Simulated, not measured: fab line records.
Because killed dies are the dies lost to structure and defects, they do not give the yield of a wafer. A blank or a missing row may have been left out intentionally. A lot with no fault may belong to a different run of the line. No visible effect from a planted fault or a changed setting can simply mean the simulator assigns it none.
8D (eight disciplines) problem report, filled in by code || flow gf180mcu || the parts of the form that need people (team, actions taken, sign-off) are left out

## 1. THE PROBLEM
Mean SALICIDE_TIN_RS at GF_SALICIDE_RS_MEAS_04: 9.13 ohm/sq over 3 wafers in 2 lots; fault-free wafers: 16.34 ohm/sq, standard deviation 0.28. Relative to the usual mean, that is a shift of -26 standard deviations.
The step: measures by four-point-probe.
Seen first at day 21 08:50 on film_metro-01, wafer L411.3. The record has a number at this step for 42 wafers belonging to 14 lots. Rule for "out" (also "out of limits"): further than 4 standard deviations from the usual mean. The rest of the wafers with a number are treated as sound.

## 2. WHAT IT IS, WHAT IT ISN'T
{"question": "which readings at this step", "is": "SALICIDE_TIN_RS", "is not": "-"}
{"question": "which lots", "is": "L411, L413", "is not": "L398, L399, L400, L401, L402, L403, L405, L407, L410, L414, L416, L417"}
{"question": "which wafers of those lots", "is": "L411.3, L411.6, L413.2", "is not": "L411.5, L413.1, L413.4"}
{"question": "read on which gauges", "is": "film_metro-01, film_metro-02", "is not": "film_metro-04"}
{"question": "when", "is": "from day 21 08:50", "is not": "up to then (28 sound wafers); but 11 sound wafers of L413, L414, L416, L417 came after"}

## 3. WHAT RULES OUT EACH SUSPECT
Counting: any tool at a process step up to the reading remains a suspect provided it ran every lot that is out. Sound lots after the first of them don't rule it out here, since some wafers of a struck lot are sound.
- ruled out: the gauge at GF_SALICIDE_RS_MEAS_04. 2 gauges (film_metro-01, film_metro-02) read the wafers that are out.
- pvd_sputter-04 at GF_SALICIDE_SPUTTER_02 (material Co, target thk 10 nm, time 20 s): kept. Every lot that is out went through it, the first being L411 (day 21 08:45); the last sound lot it ran before that was L403 (day 18 12:22).
Left after counting: pvd_sputter-04 at GF_SALICIDE_SPUTTER_02.

## 4. THE CAUSE (what the simulator had put in)
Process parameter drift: pvd_sputter-04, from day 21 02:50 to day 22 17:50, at GF_SALICIDE_SPUTTER_02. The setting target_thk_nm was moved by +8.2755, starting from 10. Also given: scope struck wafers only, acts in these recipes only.
The count eliminated every tool but this one.

## 5. THE EFFECT CHAIN, in route order
Each row: a reading where the mean over the struck wafers with a number is more than 3 standard deviations away from the usual. Only readings for which the record gives a usual standard deviation are gone through. hours: the time from each lot's start at the first step in this table that gives one to its start at this step, as a median over the lots. sigmas: the change in usual standard deviations.
{"hours": 0, "step": "GF_SALICIDE_RS_MEAS_04", "reading": "SALICIDE_TIN_RS", "usual": "16.34 ohm/sq", "on struck wafers": 9.13, "change": -7.21, "sigmas": -26}
At these later measuring or inspecting steps, every struck wafer for which the step has a row has a number for every such reading, and none has moved that far: GF_CONTACT_BOW_MEAS_05, GF_V1_THK_MEAS_01.

## 6. WHAT WOULD HAVE CAUGHT IT SOONER
Counted from the fault's start at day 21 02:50, it took 6 hours until the first out-of-limits reading at a measuring or inspecting step in this record, taken at day 21 08:50.
An alarm limit of 4 standard deviations would not have fired on the tool readings at GF_SALICIDE_SPUTTER_02 for which the record gives a usual standard deviation, since none of them was out on any struck wafer.
L413, from the lots that are out (2), started GF_SALICIDE_SPUTTER_02 on pvd_sputter-04 later than day 21 08:50. It would have been spared by a hold on the tool at that moment.
